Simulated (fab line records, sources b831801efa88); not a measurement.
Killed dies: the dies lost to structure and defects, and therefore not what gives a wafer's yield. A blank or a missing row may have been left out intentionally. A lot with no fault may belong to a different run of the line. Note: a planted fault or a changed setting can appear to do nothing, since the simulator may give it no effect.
The tool behind it: which one? + flow sky130 + 11 lots, 33 wafers sampled, at 3 steps of a route of 708

== WHAT EACH GAUGE READ, for each wafer ==
SKY_FIELD_ISO_THK_MEAS_02. Usual: FIELD_ISO_OXIDATION_00_THK gives 11.99 nm (standard deviation 0.2).
| lot  | measured    | on            | FIELD_ISO_OXIDATION_00_THK (nm) | flag |
|------|-------------|---------------|---------------------------------|------|
| L333 | day 1 12:25 | film metro-02 | 11.92 11.75 11.89               |      |
| L335 | day 1 22:04 | film metro-02 | 11.77 11.97 11.69               |      |
| L336 | day 2 02:38 | film metro-04 | 11.77 11.71 12.02               |      |
| L337 | day 2 08:32 | film metro-04 | 11.79 11.53 11.72               |      |
| L338 | day 2 12:58 | film metro-01 | 12.19 12.07 11.95               |      |
| L339 | day 2 17:38 | film metro-04 | 12.02 11.61 12.20               |      |
| L340 | day 2 23:20 | film metro-02 | 12.01 11.76 11.82               |      |
| L348 | day 4 16:47 | film metro-02 | 12.08 12.00 11.96               |      |
| L349 | day 4 21:10 | film metro-04 | 12.01 12.04 11.99               |      |
| L350 | day 5 00:40 | film metro-04 | 11.62 11.91 11.93               |      |
| L352 | day 5 10:38 | film metro-04 | 11.96 12.01 11.86               |      |

SKY_VT_ADJUST_HVTR_CD_MEAS_07 targets a cd of 380 nm. Usual: 380.4 nm for cd nm, sd 2.9.
| lot  | measured     | on        | cd nm (nm)        | flag |
|------|--------------|-----------|-------------------|------|
| L333 | day 9 10:16  | cd sem-01 | 377.5 377.1 380.6 |      |
| L335 | day 10 00:41 | cd sem-01 | 381.2 379.5 384.1 |      |
| L336 | day 10 08:13 | cd sem-02 | 377.2 379.6 379.5 |      |
| L337 | day 10 17:46 | cd sem-02 | 383.4 382.9 384.1 |      |
| L338 | day 10 23:14 | cd sem-01 | 378.3 377.5 377.9 |      |
| L339 | day 11 08:52 | cd sem-01 | 379.5 381.7 381.1 |      |
| L340 | day 11 14:58 | cd sem-02 | 377.7 377.9 372.5 |      |
| L348 | day 13 23:28 | cd sem-02 | 377.5 374.2 378.9 |      |
| L349 | day 14 06:09 | cd sem-01 | 381.7 378.1 380.0 |      |
| L350 | day 14 13:22 | cd sem-01 | 379.5 379.8 379.1 |      |
| L352 | day 15 05:10 | cd sem-02 | 376.9 377.7 378.4 |      |

== EACH LOT AND THE TOOL THAT RAN IT (in order: tool; ch and the chambers of the sampled wafers; start) ==
| lot  | SKY_FIELD_ISO_ETCH_14             |
|------|-----------------------------------|
| L333 | rie diel-01 ch 1,2,3, day 2 06:23 |
| L335 | rie diel-01 ch 1,2,3, day 2 14:31 |
| L336 | rie diel-01 ch 0,1,3, day 2 19:31 |
| L337 | rie diel-02 ch 1,2,3, day 3 01:43 |
| L338 | rie diel-02 ch 1,2, day 3 07:19   |
| L339 | rie diel-02 ch 0,1,3, day 3 11:59 |
| L340 | rie diel-01 ch 0,2, day 3 18:08   |
| L348 | rie diel-01 ch 1,2, day 5 11:25   |
| L349 | rie diel-01 ch 2,3, day 5 16:44   |
| L350 | rie diel-02 ch 0,1,3, day 5 19:38 |
| L352 | rie diel-02 ch 0,1, day 6 07:58   |
- SKY_FIELD_ISO_ETCH_14: etches BARC in N2/H2, stops on SiO2, time 45.9 s, target depth 60 nm.

== AS READ BY THE TOOLS THEMSELVES (means over the sampled wafers that have a number; for cases with no such wafer, the mark the record gives instead) ==
SKY_FIELD_ISO_ETCH_14. Usual: drypump motor current A 5.5 A, standard deviation 0.41; oes product au 0.855 a.u., standard deviation 0.0052; throttle valve pct 13.224 %, standard deviation 0.0087.
| lot  | tool        | drypump motor current A (A) | oes product au (a.u.) | throttle valve pct (%) | flag |
|------|-------------|-----------------------------|-----------------------|------------------------|------|
| L333 | rie diel-01 | 5.5                         | 0.858                 | 13.214                 |      |
| L335 | rie diel-01 | 5.5                         | 0.851                 | 13.217                 |      |
| L336 | rie diel-01 | 5.4                         | 0.855                 | 13.220                 |      |
| L337 | rie diel-02 | 5.5                         | 0.857                 | 13.231                 |      |
| L338 | rie diel-02 | 5.7                         | 0.857                 | 13.225                 |      |
| L339 | rie diel-02 | 5.6                         | 0.858                 | 13.224                 |      |
| L340 | rie diel-01 | 5.8                         | 0.854                 | 13.231                 |      |
| L348 | rie diel-01 | 5.2                         | 0.854                 | 13.230                 |      |
| L349 | rie diel-01 | 5.8                         | 0.854                 | 13.227                 |      |
| L350 | rie diel-02 | 5.6                         | 0.856                 | 13.220                 |      |
| L352 | rie diel-02 | 5.8                         | 0.851                 | 13.228                 |      |

== THE ANSWER, worked out from the rows above alone ==
Rule: take the mean of a lot's wafers that have a number; if it is more than 3 standard deviations from the usual mean, the lot is off. Also off: a lot with no number at a reading for which 4 or more lots have one. All remaining lots with rows at the step are treated as sound. The gauges are gone through in route order, then the tools' own readings, and for those a lot's mean is taken as printed above. At the first step where some lot is off, the reading lying furthest off is the one used; lots without a number count as furthest.
Nothing can be told from this: no lot is off at any reading shown.

== WHAT THE SIMULATOR PUT IN ==
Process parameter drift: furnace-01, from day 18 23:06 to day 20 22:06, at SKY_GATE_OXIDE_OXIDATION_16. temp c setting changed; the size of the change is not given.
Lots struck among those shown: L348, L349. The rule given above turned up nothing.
